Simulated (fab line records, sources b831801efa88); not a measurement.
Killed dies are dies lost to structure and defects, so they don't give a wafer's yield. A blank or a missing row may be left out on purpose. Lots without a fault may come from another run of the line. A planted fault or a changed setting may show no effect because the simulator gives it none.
Problem report in the 8D (eight disciplines) form, filled by code | flow sky130 | the parts of the form that need people (team, actions taken, sign-off) are left out

1. THE PROBLEM
time_to_endpoint_s at SKY_CONTACT_CMP_04 reads a mean of 105 s on 4 wafers of 3 lots; wafers without a fault read 84 s with a standard deviation of 3.6. That is +5.9 standard deviations from the usual mean.
The step: polishes SiO2.
First seen on wafer L766.1, day 32 14:52, on cmp-01. The record holds 34 wafers of 12 lots with a number at this step. Rule for "out", or "out of limits": more than 4 standard deviations from the usual mean. The other wafers with a number count as sound.

2. WHAT IT IS AND WHAT IT IS NOT
question                    | is                             | is not
which readings at this step | time_to_endpoint_s             | -
which lots                  | L766, L768, L769               | L760, L762, L763, L777, L779, L780, L781, L782, L783
which wafers of those lots  | L766.1, L768.1, L768.6, L769.1 | L766.2, L766.3, L769.5
read on which tools         | cmp-01                         | cmp-02
when                        | from day 32 14:52              | up to then (11 sound wafers); but 19 sound wafers of L769, L777, L779, L780, L781, L782, L783 came after

3. SUSPECTS, AND WHAT RULES EACH OUT
Counting: a tool at a process step up to the reading stays a suspect if it ran every lot that is out. Sound lots after the first of them don't rule it out here, since some wafers of a struck lot are sound.
- cmp-01 at SKY_CONTACT_CMP_04 (polishes SiO2): kept. It ran every lot that is out, first L766 (day 32 14:52); its last sound lot up to then is L763 (day 31 10:31). Its own readings are out on those wafers: time_to_endpoint_s.
Left after counting: cmp-01 at SKY_CONTACT_CMP_04.

4. THE CAUSE (what the simulator had put in)
Process parameter drift: cmp-01, from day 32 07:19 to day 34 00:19, at SKY_CONTACT_CMP_04. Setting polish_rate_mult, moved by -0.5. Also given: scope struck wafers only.
Counting left only this tool.

5. THE CHAIN OF EFFECTS, in route order
Each row: a reading whose mean over the struck wafers that have a number lies more than 3 standard deviations from the usual. Only readings for which the record gives a usual standard deviation are gone through. hours: the time from each lot's start at the first step in this table that gives one to its start at this step, as a median over the lots. sigmas: the change in usual standard deviations.
hours | step                  | reading            | usual      | on struck wafers | change | sigmas
0     | SKY_CONTACT_CMP_04    | time_to_endpoint_s | 84 s       | 105              | +21    | +5.9
27    | SKY_CONTACT_ETCH_17   | oes_product_au     | 0.892 a.u. | 0.997            | +0.105 | +22
353   | SKY_PAD_OPEN_PROBE_99 | killed_at_contacts | 24         | 173              | +149   | +29
353   | SKY_PAD_OPEN_PROBE_99 | killed_dies        | 86         | 233              | +147   | +15
353   | SKY_PAD_OPEN_PROBE_99 | killed_on_rim      | 17         | 55               | +38    | +9.3
The process steps in it:
- SKY_CONTACT_CMP_04: polishes SiO2.
- SKY_CONTACT_ETCH_17: etches SiO2 in C4F8/O2/Ar, stops on Si3N4, target depth 340 nm.
- SKY_PAD_OPEN_PROBE_99
Later measuring or inspecting steps at which every struck wafer that the step has a row for has a number for every such reading, and none has moved that far: SKY_METAL1_OVL_MEAS_16.

6. WHAT WOULD HAVE CAUGHT IT SOONER
In this record the first reading out of limits was taken at day 32 14:52, 8 hours after the fault began at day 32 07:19.
